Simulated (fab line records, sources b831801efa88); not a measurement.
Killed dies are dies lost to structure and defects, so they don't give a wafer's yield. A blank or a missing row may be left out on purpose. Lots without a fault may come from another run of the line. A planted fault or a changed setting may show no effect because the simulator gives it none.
Which tool did it? | flow sfq_line | 7 lots, 21 wafers sampled, at 3 steps of a route of 325

WHAT THE GAUGES READ, wafer by wafer
SFQ_I3_BOW_MEAS_922.
lot  | measured     | on            | I3_BOW (um)
L354 | day 39 19:08 | film_metro-01 | 8 8 5
L359 | day 40 13:07 | film_metro-04 | 6 4 -8
L366 | day 47 15:20 | film_metro-04 | 19 14 16
L368 | day 47 21:22 | film_metro-04 | 15 13 10
L371 | day 48 03:20 | film_metro-04 | 0 -9 3
L373 | day 54 21:49 | film_metro-02 | 9 -1 0
L375 | day 55 15:47 | film_metro-01 | 13 11 4

WHICH TOOL RAN EACH LOT (tool, then ch and the chambers of the sampled wafers, then the start)
lot  | SFQ_TRILAYER_I0_CMP_CMP_028   | SFQ_TRILAYER_I1_VIA_STRIP_STRIP_053
L354 | cmp-01 ch 1,3, day 12 20:48   | rie_metal-04 ch 0,1, day 31 00:45
L359 | cmp-01 ch 0,2,3, day 14 13:34 | rie_metal-04 ch 0,1, day 32 12:33
L366 | cmp-02 ch 0,1,2, day 16 11:56 | rie_metal-01 ch 0,1, day 35 11:19
L368 | cmp-01 ch 0,1,3, day 18 00:40 | rie_metal-04 ch 0,1, day 37 03:07
L371 | cmp-01 ch 1,2,3, day 19 04:53 | rie_metal-03 ch 0,1, day 37 21:26
L373 | cmp-02 ch 0,2, day 20 00:58   | rie_metal-01 ch 0,1, day 38 11:47
L375 | cmp-02 ch 0,1,2, day 20 18:46 | rie_metal-04 ch 0,1, day 39 02:11
- SFQ_TRILAYER_I0_CMP_CMP_028: polishes SiO2.
- SFQ_TRILAYER_I1_VIA_STRIP_STRIP_053: strips in O2.

THE ANSWER, worked out from the rows above alone
Rule: what is usual is taken from the lots themselves. Put in order of their means at a reading, lots are off if they are a third of the lots or fewer, leave a main group of 4 or more, and stand apart from it by a gap of 3 or more times the standard deviation of the main group's means; of several such gaps the widest counts. A main group whose means are all the same, to the digits that the tables above print for the reading, isn't used. A lot without any number at a reading at which 4 lots or more have one is off too. The other lots that the step has rows for count as sound.
No lot is off at any reading shown: from this, nothing can be told.

WHAT THE SIMULATOR HAD PUT IN
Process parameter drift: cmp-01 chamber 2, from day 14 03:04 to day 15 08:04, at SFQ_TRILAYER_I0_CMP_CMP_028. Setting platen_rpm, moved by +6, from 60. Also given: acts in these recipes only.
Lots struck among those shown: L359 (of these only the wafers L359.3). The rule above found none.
